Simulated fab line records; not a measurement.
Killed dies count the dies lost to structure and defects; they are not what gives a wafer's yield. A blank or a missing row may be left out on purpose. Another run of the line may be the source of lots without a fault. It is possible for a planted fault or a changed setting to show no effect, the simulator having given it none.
What tool caused it? :: flow sky130 :: Sampling: 24 lots, 72 wafers, 5 of 708 route steps

WHAT EACH GAUGE READ, for each wafer
SKY_METAL2_THK_MEAS_06: measures by xrf. Usual: METAL2_ALCU_THK gives 248 nm (standard deviation 3.1).
lot: L074
measured: day 33 22:27
on: film_metro-04
METAL2_ALCU_THK (nm): 247 248 250
flag: 

lot: L075
measured: day 34 02:58
on: film_metro-04
METAL2_ALCU_THK (nm): 245 244 245
flag: 

lot: L076
measured: day 34 11:23
on: film_metro-03
METAL2_ALCU_THK (nm): 249 250 251
flag: 

lot: L077
measured: day 34 19:22
on: film_metro-04
METAL2_ALCU_THK (nm): 246 250 247
flag: 

lot: L078
measured: day 35 05:43
on: film_metro-03
METAL2_ALCU_THK (nm): 246 244 246
flag: 

lot: L079
measured: day 35 16:37
on: film_metro-04
METAL2_ALCU_THK (nm): 248 247 248
flag: 

lot: L080
measured: day 35 17:32
on: film_metro-03
METAL2_ALCU_THK (nm): 243 246 250
flag: 

lot: L081
measured: day 36 07:40
on: film_metro-04
METAL2_ALCU_THK (nm): 249 246 246
flag: 

lot: L082
measured: day 36 21:35
on: film_metro-02
METAL2_ALCU_THK (nm): 250 251 247
flag: 

lot: L083
measured: day 37 01:38
on: film_metro-02
METAL2_ALCU_THK (nm): 253 253 254
flag: 

lot: L084
measured: day 37 09:20
on: film_metro-04
METAL2_ALCU_THK (nm): 248 248 246
flag: 

lot: L085
measured: day 37 12:22
on: film_metro-04
METAL2_ALCU_THK (nm): 245 244 242
flag: 

lot: L086
measured: day 37 23:52
on: film_metro-03
METAL2_ALCU_THK (nm): 249 250 247
flag: 

lot: L087
measured: day 38 08:00
on: film_metro-04
METAL2_ALCU_THK (nm): 246 248 247
flag: 

lot: L088
measured: day 38 09:32
on: film_metro-04
METAL2_ALCU_THK (nm): 242 239 243
flag: 

lot: L089
measured: day 38 23:03
on: film_metro-03
METAL2_ALCU_THK (nm): 246 249 246
flag: 

lot: L090
measured: day 39 03:46
on: film_metro-04
METAL2_ALCU_THK (nm): 243 247 244
flag: 

lot: L091
measured: day 39 11:25
on: film_metro-03
METAL2_ALCU_THK (nm): 248 247 248
flag: 

lot: L092
measured: day 39 13:13
on: film_metro-04
METAL2_ALCU_THK (nm): 250 246 248
flag: 

lot: L094
measured: day 40 08:38
on: film_metro-03
METAL2_ALCU_THK (nm): 246 246 250
flag: 

lot: L093
measured: day 40 11:41
on: film_metro-02
METAL2_ALCU_THK (nm): 247 244 244
flag: 

lot: L095
measured: day 40 12:22
on: film_metro-04
METAL2_ALCU_THK (nm): 249 249 249
flag: 

lot: L096
measured: day 40 17:59
on: film_metro-03
METAL2_ALCU_THK (nm): 250 252 253
flag: 

lot: L097
measured: day 40 23:11
on: film_metro-03
METAL2_ALCU_THK (nm): 255 254 253
flag: 

SKY_VIA2_BOW_MEAS_03. Usual: VIA2_BOW gives 87 um (standard deviation 7.6).
lot: L074
measured: day 35 02:52
on: film_metro-04
VIA2_BOW (um): 84 87 79
flag: 

lot: L075
measured: day 35 07:08
on: film_metro-04
VIA2_BOW (um): 95 84 94
flag: 

lot: L076
measured: day 35 15:49
on: film_metro-04
VIA2_BOW (um): 92 75 75
flag: 

lot: L077
measured: day 35 23:11
on: film_metro-01
VIA2_BOW (um): 93 96 88
flag: 

lot: L078
measured: day 36 09:02
on: film_metro-03
VIA2_BOW (um): 92 103 88
flag: 

lot: L079
measured: day 36 20:24
on: film_metro-04
VIA2_BOW (um): 86 84 95
flag: 

lot: L080
measured: day 36 21:46
on: film_metro-03
VIA2_BOW (um): 94 83 84
flag: 

lot: L081
measured: day 37 10:53
on: film_metro-04
VIA2_BOW (um): 98 91 96
flag: 

lot: L082
measured: day 38 01:26
on: film_metro-03
VIA2_BOW (um): 98 104 100
flag: 

lot: L083
measured: day 38 04:58
on: film_metro-03
VIA2_BOW (um): 71 83 94
flag: 

lot: L084
measured: day 38 12:17
on: film_metro-03
VIA2_BOW (um): 84 82 89
flag: 

lot: L085
measured: day 38 15:13
on: film_metro-03
VIA2_BOW (um): 81 93 81
flag: 

lot: L086
measured: day 39 03:11
on: film_metro-03
VIA2_BOW (um): 81 75 71
flag: 

lot: L087
measured: day 39 09:55
on: film_metro-01
VIA2_BOW (um): 99 71 77
flag: 

lot: L088
measured: day 39 12:15
on: film_metro-03
VIA2_BOW (um): 79 79 92
flag: 

lot: L089
measured: day 40 01:11
on: film_metro-04
VIA2_BOW (um): 99 77 94
flag: 

lot: L090
measured: day 40 05:52
on: film_metro-03
VIA2_BOW (um): 89 83 86
flag: 

lot: L091
measured: day 40 13:08
on: film_metro-01
VIA2_BOW (um): 90 93 105
flag: 

lot: L092
measured: day 40 16:29
on: film_metro-03
VIA2_BOW (um): 92 84 82
flag: 

lot: L094
measured: day 41 10:22
on: film_metro-03
VIA2_BOW (um): 84 87 89
flag: 

lot: L093
measured: day 41 12:31
on: film_metro-04
VIA2_BOW (um): 91 92 82
flag: 

lot: L095
measured: day 41 13:38
on: film_metro-01
VIA2_BOW (um): 93 88 81
flag: 

lot: L096
measured: day 41 19:23
on: film_metro-04
VIA2_BOW (um): 82 94 88
flag: 

lot: L097
measured: day 42 00:23
on: film_metro-04
VIA2_BOW (um): 88 85 88
flag: 

SKY_VIA2_OVL_MEAS_13. Usual: VIA2_OVL gives 3 nm (standard deviation 5.2).
lot: L074
measured: day 36 05:08
on: overlay-01
VIA2_OVL (nm): -4 6 2
flag: 

lot: L075
measured: day 36 09:34
on: overlay-01
VIA2_OVL (nm): -1 4 -1
flag: 

lot: L076
measured: day 36 18:40
on: overlay-02
VIA2_OVL (nm): -6 -2 1
flag: 

lot: L077
measured: day 37 01:05
on: overlay-02
VIA2_OVL (nm): -5 -1 3
flag: 

lot: L078
measured: day 37 10:58
on: overlay-02
VIA2_OVL (nm): 7 -1 7
flag: 

lot: L079
measured: day 37 21:54
on: overlay-02
VIA2_OVL (nm): 6 -4 -1
flag: 

lot: L080
measured: day 38 00:05
on: overlay-02
VIA2_OVL (nm): 8 6 3
flag: 

lot: L081
measured: day 38 12:44
on: overlay-01
VIA2_OVL (nm): 9 10 3
flag: 

lot: L082
measured: day 39 03:16
on: overlay-02
VIA2_OVL (nm): 8 7 13
flag: 

lot: L083
measured: day 39 06:32
on: overlay-01
VIA2_OVL (nm): 7 8 13
flag: 

lot: L084
measured: day 39 13:42
on: overlay-01
VIA2_OVL (nm): 2 6 0
flag: 

lot: L085
measured: day 39 16:26
on: overlay-02
VIA2_OVL (nm): 18 8 13
flag: 

lot: L086
measured: day 40 03:41
on: overlay-01
VIA2_OVL (nm): -1 -3 4
flag: 

lot: L087
measured: day 40 10:22
on: overlay-01
VIA2_OVL (nm): 4 -2 -5
flag: 

lot: L088
measured: day 40 12:26
on: overlay-02
VIA2_OVL (nm): 13 11 4
flag: 

lot: L089
measured: day 41 01:16
on: overlay-01
VIA2_OVL (nm): 2 -1 10
flag: 

lot: L090
measured: day 41 05:44
on: overlay-02
VIA2_OVL (nm): 2 5 4
flag: 

lot: L091
measured: day 41 13:13
on: overlay-01
VIA2_OVL (nm): 7 6 6
flag: 

lot: L092
measured: day 41 16:20
on: overlay-01
VIA2_OVL (nm): 8 4 7
flag: 

lot: L094
measured: day 42 09:51
on: overlay-01
VIA2_OVL (nm): 14 3 9
flag: 

lot: L093
measured: day 42 12:12
on: overlay-02
VIA2_OVL (nm): 2 2 8
flag: 

lot: L095
measured: day 42 13:29
on: overlay-01
VIA2_OVL (nm): -2 4 10
flag: 

lot: L096
measured: day 42 18:59
on: overlay-02
VIA2_OVL (nm): -4 -5 -4
flag: 

lot: L097
measured: day 43 00:28
on: overlay-01
VIA2_OVL (nm): 2 1 2
flag: 

EACH LOT AND THE TOOL THAT RAN IT (in order: tool; ch and the chambers of the sampled wafers; start)
lot: L074
SKY_METAL1_SPUTTER_03: pvd_sputter-02, day 31 13:33
SKY_METAL2_STRIP_20: plasma_asher-03 ch 0,1, day 35 01:45

lot: L075
SKY_METAL1_SPUTTER_03: pvd_sputter-01, day 31 18:26
SKY_METAL2_STRIP_20: plasma_asher-03 ch 0,1, day 35 05:54

lot: L076
SKY_METAL1_SPUTTER_03: pvd_sputter-04, day 32 02:51
SKY_METAL2_STRIP_20: plasma_asher-04 ch 0,1, day 35 14:42

lot: L077
SKY_METAL1_SPUTTER_03: pvd_sputter-01, day 32 10:36
SKY_METAL2_STRIP_20: plasma_asher-04 ch 0,1, day 35 22:03

lot: L078
SKY_METAL1_SPUTTER_03: pvd_sputter-02, day 32 21:46
SKY_METAL2_STRIP_20: plasma_asher-04 ch 0,1, day 36 07:57

lot: L079
SKY_METAL1_SPUTTER_03: pvd_sputter-01, day 33 08:23
SKY_METAL2_STRIP_20: plasma_asher-02 ch 0,1, day 36 19:18

lot: L080
SKY_METAL1_SPUTTER_03: pvd_sputter-02, day 33 09:41
SKY_METAL2_STRIP_20: plasma_asher-04 ch 0,1, day 36 20:40

lot: L081
SKY_METAL1_SPUTTER_03: pvd_sputter-04, day 34 00:27
SKY_METAL2_STRIP_20: plasma_asher-04 ch 0,1, day 37 09:48

lot: L082
SKY_METAL1_SPUTTER_03: pvd_sputter-02, day 34 13:32
SKY_METAL2_STRIP_20: plasma_asher-04 ch 0,1, day 38 00:17

lot: L083
SKY_METAL1_SPUTTER_03: pvd_sputter-04, day 34 18:32
SKY_METAL2_STRIP_20: plasma_asher-02 ch 0,1, day 38 03:49

lot: L084
SKY_METAL1_SPUTTER_03: pvd_sputter-01, day 35 00:17
SKY_METAL2_STRIP_20: plasma_asher-02 ch 0,1, day 38 11:06

lot: L085
SKY_METAL1_SPUTTER_03: pvd_sputter-02, day 35 05:10
SKY_METAL2_STRIP_20: plasma_asher-03 ch 0,1, day 38 14:05

lot: L086
SKY_METAL1_SPUTTER_03: pvd_sputter-04, day 35 16:43
SKY_METAL2_STRIP_20: plasma_asher-04 ch 0,1, day 39 02:07

lot: L087
SKY_METAL1_SPUTTER_03: pvd_sputter-02, day 36 00:21
SKY_METAL2_STRIP_20: plasma_asher-03 ch 0,1, day 39 08:49

lot: L088
SKY_METAL1_SPUTTER_03: pvd_sputter-01, day 36 02:06
SKY_METAL2_STRIP_20: plasma_asher-04 ch 0,1, day 39 11:10

lot: L089
SKY_METAL1_SPUTTER_03: pvd_sputter-04, day 36 16:23
SKY_METAL2_STRIP_20: plasma_asher-04 ch 0,1, day 40 00:07

lot: L090
SKY_METAL1_SPUTTER_03: pvd_sputter-04, day 36 20:55
SKY_METAL2_STRIP_20: plasma_asher-02 ch 0,1, day 40 04:45

lot: L091
SKY_METAL1_SPUTTER_03: pvd_sputter-02, day 37 04:46
SKY_METAL2_STRIP_20: plasma_asher-04 ch 0,1, day 40 11:57

lot: L092
SKY_METAL1_SPUTTER_03: pvd_sputter-01, day 37 07:35
SKY_METAL2_STRIP_20: plasma_asher-03 ch 0,1, day 40 13:42

lot: L094
SKY_METAL1_SPUTTER_03: pvd_sputter-01, day 38 03:34
SKY_METAL2_STRIP_20: plasma_asher-02 ch 0,1, day 41 09:15

lot: L093
SKY_METAL1_SPUTTER_03: pvd_sputter-02, day 38 05:37
SKY_METAL2_STRIP_20: plasma_asher-02 ch 0,1, day 41 11:23

lot: L095
SKY_METAL1_SPUTTER_03: pvd_sputter-01, day 38 06:22
SKY_METAL2_STRIP_20: plasma_asher-03 ch 0,1, day 41 12:32

lot: L096
SKY_METAL1_SPUTTER_03: pvd_sputter-01, day 38 12:57
SKY_METAL2_STRIP_20: plasma_asher-04 ch 0,1, day 41 18:13

lot: L097
SKY_METAL1_SPUTTER_03: pvd_sputter-02, day 38 18:25
SKY_METAL2_STRIP_20: plasma_asher-02 ch 0,1, day 41 23:16
- SKY_METAL1_SPUTTER_03: material Ti, target thk 5 nm, time 3.3 s.
- SKY_METAL2_STRIP_20: strips in O2/N2.

AS READ BY THE TOOLS THEMSELVES (means over the sampled wafers that have a number; for cases with no such wafer, the mark the record gives instead)
SKY_METAL1_SPUTTER_03. Usual: 30.4 % for throttle_valve_pct, sd 1.2.
lot: L074
tool: pvd_sputter-02
throttle_valve_pct (%): 31.2
flag: 

lot: L075
tool: pvd_sputter-01
throttle_valve_pct (%): 29.7
flag: 

lot: L076
tool: pvd_sputter-04
throttle_valve_pct (%): 29.9
flag: 

lot: L077
tool: pvd_sputter-01
throttle_valve_pct (%): 30.1
flag: 

lot: L078
tool: pvd_sputter-02
throttle_valve_pct (%): 29.7
flag: 

lot: L079
tool: pvd_sputter-01
throttle_valve_pct (%): 30.0
flag: 

lot: L080
tool: pvd_sputter-02
throttle_valve_pct (%): 31.9
flag: 

lot: L081
tool: pvd_sputter-04
throttle_valve_pct (%): 30.1
flag: 

lot: L082
tool: pvd_sputter-02
throttle_valve_pct (%): 30.8
flag: 

lot: L083
tool: pvd_sputter-04
throttle_valve_pct (%): 30.2
flag: 

lot: L084
tool: pvd_sputter-01
throttle_valve_pct (%): 30.5
flag: 

lot: L085
tool: pvd_sputter-02
throttle_valve_pct (%): 30.3
flag: 

lot: L086
tool: pvd_sputter-04
throttle_valve_pct (%): 29.6
flag: 

lot: L087
tool: pvd_sputter-02
throttle_valve_pct (%): 30.8
flag: 

lot: L088
tool: pvd_sputter-01
throttle_valve_pct (%): 30.3
flag: 

lot: L089
tool: pvd_sputter-04
throttle_valve_pct (%): 30.6
flag: 

lot: L090
tool: pvd_sputter-04
throttle_valve_pct (%): 29.5
flag: 

lot: L091
tool: pvd_sputter-02
throttle_valve_pct (%): 31.1
flag: 

lot: L092
tool: pvd_sputter-01
throttle_valve_pct (%): 30.1
flag: 

lot: L094
tool: pvd_sputter-01
throttle_valve_pct (%): 30.0
flag: 

lot: L093
tool: pvd_sputter-02
throttle_valve_pct (%): 31.8
flag: 

lot: L095
tool: pvd_sputter-01
throttle_valve_pct (%): 30.4
flag: 

lot: L096
tool: pvd_sputter-01
throttle_valve_pct (%): 29.9
flag: 

lot: L097
tool: pvd_sputter-02
throttle_valve_pct (%): 30.7
flag: 

SKY_METAL2_STRIP_20. Usual: drypump_motor_current_A 5.94 A, standard deviation 0.28; oes_product_au 0.344 a.u., standard deviation 0.0049; strip_time_to_endpoint_s 2.72 s, standard deviation 0.064.
lot: L074
tool: plasma_asher-03
drypump_motor_current_A (A): 5.74
oes_product_au (a.u.): 0.339
strip_time_to_endpoint_s (s): 2.70
flag: 

lot: L075
tool: plasma_asher-03
drypump_motor_current_A (A): 5.69
oes_product_au (a.u.): 0.342
strip_time_to_endpoint_s (s): 2.72
flag: 

lot: L076
tool: plasma_asher-04
drypump_motor_current_A (A): 6.02
oes_product_au (a.u.): 0.338
strip_time_to_endpoint_s (s): 2.65
flag: 

lot: L077
tool: plasma_asher-04
drypump_motor_current_A (A): 6.03
oes_product_au (a.u.): 0.345
strip_time_to_endpoint_s (s): 2.74
flag: 

lot: L078
tool: plasma_asher-04
drypump_motor_current_A (A): 6.02
oes_product_au (a.u.): 0.340
strip_time_to_endpoint_s (s): 2.62
flag: 

lot: L079
tool: plasma_asher-02
drypump_motor_current_A (A): 5.94
oes_product_au (a.u.): 0.337
strip_time_to_endpoint_s (s): 2.64
flag: 

lot: L080
tool: plasma_asher-04
drypump_motor_current_A (A): 6.15
oes_product_au (a.u.): 0.340
strip_time_to_endpoint_s (s): 2.65
flag: 

lot: L081
tool: plasma_asher-04
drypump_motor_current_A (A): 6.04
oes_product_au (a.u.): 0.345
strip_time_to_endpoint_s (s): 2.72
flag: 

lot: L082
tool: plasma_asher-04
drypump_motor_current_A (A): 6.15
oes_product_au (a.u.): 0.343
strip_time_to_endpoint_s (s): 2.69
flag: 

lot: L083
tool: plasma_asher-02
drypump_motor_current_A (A): 5.93
oes_product_au (a.u.): 0.343
strip_time_to_endpoint_s (s): 2.74
flag: 

lot: L084
tool: plasma_asher-02
drypump_motor_current_A (A): 5.93
oes_product_au (a.u.): 0.342
strip_time_to_endpoint_s (s): 2.74
flag: 

lot: L085
tool: plasma_asher-03
drypump_motor_current_A (A): 5.88
oes_product_au (a.u.): 0.346
strip_time_to_endpoint_s (s): 2.74
flag: 

lot: L086
tool: plasma_asher-04
drypump_motor_current_A (A): 6.14
oes_product_au (a.u.): 0.345
strip_time_to_endpoint_s (s): 2.78
flag: 

lot: L087
tool: plasma_asher-03
drypump_motor_current_A (A): 5.75
oes_product_au (a.u.): 0.346
strip_time_to_endpoint_s (s): 2.78
flag: 

lot: L088
tool: plasma_asher-04
drypump_motor_current_A (A): 6.12
oes_product_au (a.u.): 0.349
strip_time_to_endpoint_s (s): 2.76
flag: 

lot: L089
tool: plasma_asher-04
drypump_motor_current_A (A): 6.04
oes_product_au (a.u.): 0.349
strip_time_to_endpoint_s (s): 2.68
flag: 

lot: L090
tool: plasma_asher-02
drypump_motor_current_A (A): 5.94
oes_product_au (a.u.): 0.347
strip_time_to_endpoint_s (s): 2.72
flag: 

lot: L091
tool: plasma_asher-04
drypump_motor_current_A (A): 6.03
oes_product_au (a.u.): 0.341
strip_time_to_endpoint_s (s): 2.73
flag: 

lot: L092
tool: plasma_asher-03
drypump_motor_current_A (A): 5.87
oes_product_au (a.u.): 0.347
strip_time_to_endpoint_s (s): 2.72
flag: 

lot: L094
tool: plasma_asher-02
drypump_motor_current_A (A): 5.93
oes_product_au (a.u.): 0.349
strip_time_to_endpoint_s (s): 2.74
flag: 

lot: L093
tool: plasma_asher-02
drypump_motor_current_A (A): 5.95
oes_product_au (a.u.): 0.344
strip_time_to_endpoint_s (s): 2.70
flag: 

lot: L095
tool: plasma_asher-03
drypump_motor_current_A (A): 5.74
oes_product_au (a.u.): 0.347
strip_time_to_endpoint_s (s): 2.71
flag: 

lot: L096
tool: plasma_asher-04
drypump_motor_current_A (A): 6.04
oes_product_au (a.u.): 0.344
strip_time_to_endpoint_s (s): 2.74
flag: 

lot: L097
tool: plasma_asher-02
drypump_motor_current_A (A): 5.72
oes_product_au (a.u.): 0.345
strip_time_to_endpoint_s (s): 2.75
flag: 

THE ANSWER, worked out from the rows above alone
Rule: take the mean of a lot's wafers that have a number; if it is more than 3 standard deviations from the usual mean, the lot is off. Also off: a lot with no number at a reading for which 4 or more lots have one. All remaining lots with rows at the step are treated as sound. First the gauges in route order, then the tools' own readings, where a lot's mean is used as printed above. The first step at which some lot is off is used, and at that step the reading that is off furthest; a lot without a number counts as furthest.
Across all readings shown, no lot is off: no conclusion can be drawn from this.

WHAT THE SIMULATOR PUT IN
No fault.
